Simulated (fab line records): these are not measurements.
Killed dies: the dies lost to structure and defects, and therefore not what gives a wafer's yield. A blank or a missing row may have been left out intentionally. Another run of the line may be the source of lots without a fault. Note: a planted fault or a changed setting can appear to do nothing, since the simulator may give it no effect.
A struck lot beside a sound one :: flow gf180mcu :: 16 out of 602 route steps
Sound: these wafers, L133.1, L133.3, L133.4. Struck: wafers L142.1, L142.6. (L142.2 of the same lot was not struck and is left out.) The cause comes at the end.
Each step with rows lists, per side, the tool, then ch with its chambers, then its first start. Under that, the readings that differ: sound wafers :: struck wafers :: difference of the means :: sigmas: that difference in standard deviations of wafers without a fault.
alike: readings whose means differ by less than 2 such deviations, and words and numbers that are the same on both sides. not compared: withheld readings, readings that some wafer has no value for, bounds like >300 that may hide the same value, and numbers for which the record gives no deviation and whose values overlap.
Wherever a step has rows on one side only, a row that says differs or no value, or a row with sigmas, the two part there. When numbers do not overlap yet have no deviation, they are printed without sigmas and do not part them. Lack of a reading on every wafer of one side parts them only where that side has two or more wafers.

first, 1 step without rows for these wafers: GF_STI_DEVELOP_11 (develop time 60 s).
GF_STI_CD_MEAS_12: target cd 220 nm.
  sound on cd sem-01 at day 2 01:41; struck on cd sem-02 at day 3 23:41
  alike: cd nm
GF_STI_ETCH_13: etches the open film in CHF3/O2, stops on Si, target depth 282.31 nm, time 112.9 s.
  sound on rie diel-03 ch 0,2,3, day 2 01:49; struck on rie diel-03 ch 0,1, day 3 23:48
  alike: drypump motor current A, oes product au, rf fwd power W, throttle valve pct
  not compared: rf hours counter h
GF_STI_ETCH_14: etches Si in HBr/Cl2/O2, target depth 360 nm, time 102.9 s.
  sound on rie si-02 ch 0,1,3, day 2 01:53; struck on rie si-01 ch 1,2, day 3 23:53
  alike: drypump motor current A, he backside leak sccm, oes product au, rf fwd power W, throttle valve pct
  not compared: rf hours counter h
GF_STI_STRIP_15: strips in O2/N2.
  sound on plasma asher-01 ch 0,1, day 2 01:58; struck on plasma asher-02 ch 1, day 3 23:58
reading: heater power w (W)
sound: 347 346 351
struck: 298 294
difference: -52
sigmas: -2
  alike: drypump motor current A, oes product au, strip time to endpoint s
  not compared: rf hours counter h
then, 6 steps without rows for these wafers: GF_STI_CLEAN_16 (cleans in dHF, time 25 s); GF_STI_WET_ETCH_17 (etches Si3N4 in H3PO4, target depth 45 nm, time 514 s); GF_STI_CLEAN_18 (cleans in SC1/SC2, time 150 s); GF_STI_CLEAN_19 (cleans in dHF, time 20 s); GF_STI_WET_ETCH_20 (etches SiO2 in dHF, target depth 20 nm, time 400 s); GF_STI_OXIDATION_21 (stabilise 600 s, purge 300 s, target thk 15 nm).
GF_STI_THK_MEAS_22:
  sound on film metro-04 at day 2 03:32; struck on film metro-02 at day 4 01:34
  alike: STI_OXIDATION_01_THK
GF_STI_CVD_23: deposits SiO2, target thk 650 nm, time 108.3 s.
  sound on hdpcvd-01 ch 0,1,2, day 2 03:36; struck on hdpcvd-01 ch 1,2, day 4 01:37
reading: model.SiO2_of_STI_CVD_23.thk nm (nm)
sound: 645.2 659.1 651.2
struck: 586.7 584.2
difference: -66.4
sigmas: 
GF_STI_THK_MEAS_24:
  sound on film metro-03 at day 2 03:41; struck on film metro-02 at day 4 01:42
reading: STI_CVD_23_THK (nm)
sound: 645 659 652
struck: 587 584
difference: -66
sigmas: -11
GF_STI_CMP_25: polishes, stops on Si3N4, t overpolish 33 s, target thk 524.6 nm.
  sound on cmp-02 ch 0,2,3, day 2 03:44; struck on cmp-02 ch 0,3, day 4 01:46
reading: time to endpoint s (s)
sound: 131 139 134
struck: 113 108
difference: -24
sigmas: -5
  alike: head pressure psi, motor current A, slurry filter dp kPa
GF_PASSIVATION_PROBE_99:
  sound wafers here have rows in the record (prober-01, day 29 00:36); struck ones have none

WHERE THEY PART
Last at GF_PASSIVATION_PROBE_99 as far as this record goes, first at GF_STI_STRIP_15.

WHY: whatever the simulator had introduced
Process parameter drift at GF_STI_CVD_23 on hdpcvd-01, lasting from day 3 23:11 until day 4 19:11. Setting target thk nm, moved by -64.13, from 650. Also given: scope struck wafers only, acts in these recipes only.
